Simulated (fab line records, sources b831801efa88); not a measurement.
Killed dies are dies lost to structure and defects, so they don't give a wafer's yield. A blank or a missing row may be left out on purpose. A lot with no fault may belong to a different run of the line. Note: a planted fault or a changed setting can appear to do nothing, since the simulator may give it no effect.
Which of the tools did it? ; flow sky130 ; route of 708 steps, sampled at 1 step: 12 lots, 36 wafers

WHAT THE GAUGES SHOWED, per wafer
SKY_CONTACT_CD_MEAS_14: target cd 170 nm.
lot;measured;on;cd nm (nm)
L075;day 32 04:51;cd sem-01;169.1 168.7 170.5
L077;day 32 20:02;cd sem-01;171.4 170.2 168.8
L080;day 33 17:32;cd sem-02;171.1 171.0 172.6
L081;day 34 13:14;cd sem-02;171.5 171.3 170.1
L083;day 35 02:05;cd sem-01;171.5 169.4 170.5
L085;day 35 11:19;cd sem-02;168.2 168.7 167.6
L087;day 36 01:44;cd sem-01;172.7 171.8 173.1
L089;day 36 17:58;cd sem-01;169.6 170.0 171.3
L092;day 37 15:50;cd sem-01;171.4 171.0 170.6
L093;day 37 23:45;cd sem-02;169.3 171.7 171.7
L095;day 38 10:16;cd sem-02;168.5 169.2 169.4
L097;day 39 00:00;cd sem-01;169.4 171.5 169.8

TOOL THAT RAN EACH LOT (tool first, then ch and the chambers of the sampled wafers, then the start)
There is no process step in the record ahead of these readings.

THE ANSWER, worked out from the rows above alone
Rule: the usual values come from the lots themselves. The widest of any qualifying gaps counts: lots, ordered by their means at a reading, are off when they make up no more than a third of the lots, leave a main group of 4 or more, and stand apart from it by 3 or more times the standard deviation of that group's means. A main group whose means are all the same, to the digits that the tables above print for the reading, isn't used. A lot without any number at a reading at which 4 lots or more have one is off too. All remaining lots with rows at the step are treated as sound.
No lot is off at any reading shown: from this, nothing can be told.

WHAT THE SIMULATOR PUT IN
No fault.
